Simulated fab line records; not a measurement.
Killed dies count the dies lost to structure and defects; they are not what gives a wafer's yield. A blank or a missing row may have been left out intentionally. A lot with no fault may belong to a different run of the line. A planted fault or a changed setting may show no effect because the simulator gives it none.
Chamber matching -- flow gf180mcu -- 4 sister chambers for GF_POLY_GATE_ETCH_12 on rieDiel-04
The step etches BARC in N2/H2. 14 wafers are shown with their chamber, then 7 later ones without.

## WAFERS WITH THEIR CHAMBER
wafer,chamber,drypumpMotorCurrentA (A),oesProductAu (a.u.),throttleValvePct (%)
L310.2,3,6.3,0.739,13.212
L310.3,0,5.9,0.731,13.211
L310.6,2,6.4,0.739,13.206
L311.1,2,6.5,0.742,13.218
L311.5,3,6.3,0.725,13.219
L311.6,0,5.9,0.737,13.224
L315.1,2,6.4,0.740,13.214
L315.3,1,6.3,0.731,13.210
L315.6,2,6.5,0.726,13.217
L316.1,3,6.3,0.739,13.211
L316.2,0,5.9,0.736,13.222
L316.6,3,6.3,0.732,13.210
L325.3,1,6.2,0.735,13.222
L325.4,3,6.3,0.728,13.227

SIGNATURES (means of the wafers above)
reading,chamber 0,chamber 1,chamber 2,chamber 3,scatter within a chamber
drypumpMotorCurrentA,5.900,6.250,6.450,6.300,0.0387
oesProductAu,0.73467,0.73300,0.73675,0.73260,0.0059
throttleValvePct,13.21900,13.21600,13.21375,13.21580,0.00682
Rule: for each reading, subtract the chamber's mean from the wafer's reading, divide by that reading's scatter and square the result; add these up over the readings and take the root, which gives the wafer's distance from the chamber. The wafer belongs to the nearest chamber; if the next one is less than 2 further off, it can't be placed. How the scatter is found: for the shown wafers, subtract from each reading the mean of its chamber, square and add these, divide the total by (wafers less chambers), then take the root.

## WAFERS WITH NO CHAMBER GIVEN
wafer,drypumpMotorCurrentA (A),oesProductAu (a.u.),throttleValvePct (%)
L325.5,6.4,0.743,13.220
L328.2,6.4,0.734,13.200
L328.3,6.3,0.739,13.216
L328.4,5.9,0.731,13.223
L330.1,6.3,0.736,13.213
L330.2,6.5,0.746,13.215
L330.6,6.4,0.733,13.223

## CHAMBER TAKEN BY EACH
wafer,from the rows above,in truth
L325.5,can't be placed: 2 or 3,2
L328.2,can't be placed: 2 or 3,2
L328.3,can't be placed: 3 or 1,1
L328.4,0,0
L330.1,can't be placed: 3 or 1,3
L330.2,2,2
L330.6,can't be placed: 2 or 3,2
Correctly placed: 2 of 7. Cannot be placed on the basis of these rows: 5; the candidates contain the true chamber in 5. 0 placed wrongly.
